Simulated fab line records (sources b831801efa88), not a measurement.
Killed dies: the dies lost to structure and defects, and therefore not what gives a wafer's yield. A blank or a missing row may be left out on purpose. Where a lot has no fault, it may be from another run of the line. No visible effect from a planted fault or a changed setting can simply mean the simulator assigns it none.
Matching of chambers | flow gf180mcu | 3 sister chambers for GF_CONTACT_CVD_02 on pecvd-03
The step deposits SiO2 from TEOS, target thk 860 nm, time 95.992 s. 14 wafers are shown with their chamber, then 7 later ones without.

WAFERS WITH THEIR CHAMBER
wafer  | chamber | heater power w (W)
L121.1 | 2       | 668
L121.2 | 1       | 629
L121.5 | 0       | 636
L124.1 | 0       | 753
L124.4 | 2       | 618
L124.6 | 0       | 778
L125.1 | 1       | 729
L125.3 | 0       | 824
L125.6 | 0       | 627
L127.3 | 1       | 638
L127.4 | 1       | 675
L127.6 | 0       | 713
L132.1 | 0       | 775
L132.2 | 2       | 628

SIGNATURES (means of the wafers above)
reading        | chamber 0 | chamber 1 | chamber 2 | scatter within a chamber
heater power w | 729.43    | 667.75    | 638.00    | 61.1
Rule: a wafer lies at a distance from a chamber equal to the root of the sum of squares, over the readings, of (its reading less the chamber's mean, divided by the reading's scatter). If the next closest chamber is less than 2 further off than the closest, the wafer can't be placed; otherwise it belongs to the closest. The scatter: the root of (the sum of the squares of (reading less its chamber's mean) over the shown wafers, divided by (wafers less chambers)).

WAFERS WITHOUT THEIR CHAMBER
wafer  | heater power w (W)
L132.4 | 668
L139.1 | 733
L139.3 | 625
L139.6 | 655
L142.1 | 656
L142.2 | 657
L142.4 | 714

CHAMBER TAKEN BY EACH
wafer  | from the rows above          | in truth
L132.4 | can't be placed: 1 or 2 or 0 | 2
L139.1 | can't be placed: 0 or 1 or 2 | 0
L139.3 | can't be placed: 2 or 1 or 0 | 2
L139.6 | can't be placed: 1 or 2 or 0 | 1
L142.1 | can't be placed: 1 or 2 or 0 | 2
L142.2 | can't be placed: 1 or 2 or 0 | 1
L142.4 | can't be placed: 0 or 1 or 2 | 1
Correct placement for 0 of the 7. Cannot be placed on the basis of these rows: 7; the candidates contain the true chamber in 7. Number placed wrongly: 0.
